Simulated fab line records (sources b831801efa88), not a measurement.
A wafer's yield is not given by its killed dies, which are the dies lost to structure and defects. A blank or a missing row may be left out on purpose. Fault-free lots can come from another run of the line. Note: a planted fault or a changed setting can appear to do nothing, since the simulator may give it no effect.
Problem report in the 8D (eight disciplines) form, filled by code	flow gf180mcu	the parts of the form that need people (team, actions taken, sign-off) are left out

== 1. WHAT IS WRONG ==
Mean of cd-nm at GF_M3_CD_MEAS_14: 267.9 nm across 5 wafers in 3 lots; on wafers with no fault it is 279.6 nm (standard deviation 1.1). Relative to the usual mean, that is a shift of -11 standard deviations.
The step: target cd 280 nm.
First seen on wafer L462.5, day 26 16:12, on cd-sem-02. At this step, 39 wafers from 13 lots have a number in the record. Rule for "out" (also "out of limits"): further than 4 standard deviations from the usual mean. The other wafers with a number count as sound.

== 2. WHAT IT IS AND WHAT IT IS NOT ==
question	is	is not
which readings at this step	cd-nm	-
which lots	L462, L463, L464	L448, L449, L451, L452, L454, L456, L457, L461, L467, L469
which wafers of those lots	L462.5, L463.1, L464.1, L464.2, L464.5	L462.3, L462.4, L463.3, L463.6
read on which gauges	cd-sem-02	cd-sem-01
when	from day 26 16:12	up to then (26 sound wafers); but 8 sound wafers of L463, L467, L469 came after

== 3. WHAT RULES OUT EACH SUSPECT ==
Counting: a tool at a process step up to the reading stays a suspect if it ran every lot that is out. Sound lots after the first of them don't rule it out here, since some wafers of a struck lot are sound.
- the gauge at GF_M3_CD_MEAS_14: kept. All the wafers that are out were read on cd-sem-02, and no step on other tools shows them out.
- krf-scanner-02 at GF_M3_EXPOSE_11 (exposes mask Metal3, target cd 280 nm): kept. It processed each lot that is out (first: L462, day 26 05:31); up to then, its last sound lot is L457 (day 24 12:44).
Remaining after the count are krf-scanner-02 at GF_M3_EXPOSE_11 and cd-sem-02 at GF_M3_CD_MEAS_14.

== 4. THE CAUSE (what the simulator had put in) ==
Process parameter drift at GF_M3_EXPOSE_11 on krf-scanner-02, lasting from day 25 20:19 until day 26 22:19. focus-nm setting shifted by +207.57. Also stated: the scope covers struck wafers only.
Counting left 2 suspects, and this tool is among them.

== 5. SEQUENCE OF EFFECTS, ordered by route ==
Rows list readings where the struck wafers' mean (over those with a number) sits beyond 3 standard deviations from the usual. Only readings whose record carries a usual standard deviation are examined. hours: median over the lots of the time between each lot's start at the first step of this table that gives one and its start at this step. sigmas: the change, counted in usual standard deviations.
hours	step	reading	usual	on struck wafers	change	sigmas
0	GF_M3_CD_MEAS_14	cd-nm	279.6 nm	267.9	-11.7	-11

== 6. WHAT WOULD HAVE CAUGHT IT SOONER ==
Counted from the fault's start at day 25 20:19, it took 20 hours until the first out-of-limits reading at a measuring or inspecting step in this record, taken at day 26 16:12.
Tool readings at GF_M3_EXPOSE_11 with a usual standard deviation given in the record: none out on any struck wafer, hence no alarm at a limit of 4 standard deviations on them.
Among the 3 lots that are out, L464 began GF_M3_EXPOSE_11 on krf-scanner-02 after day 26 16:12. Had the tool been put on hold then, it would have been spared.
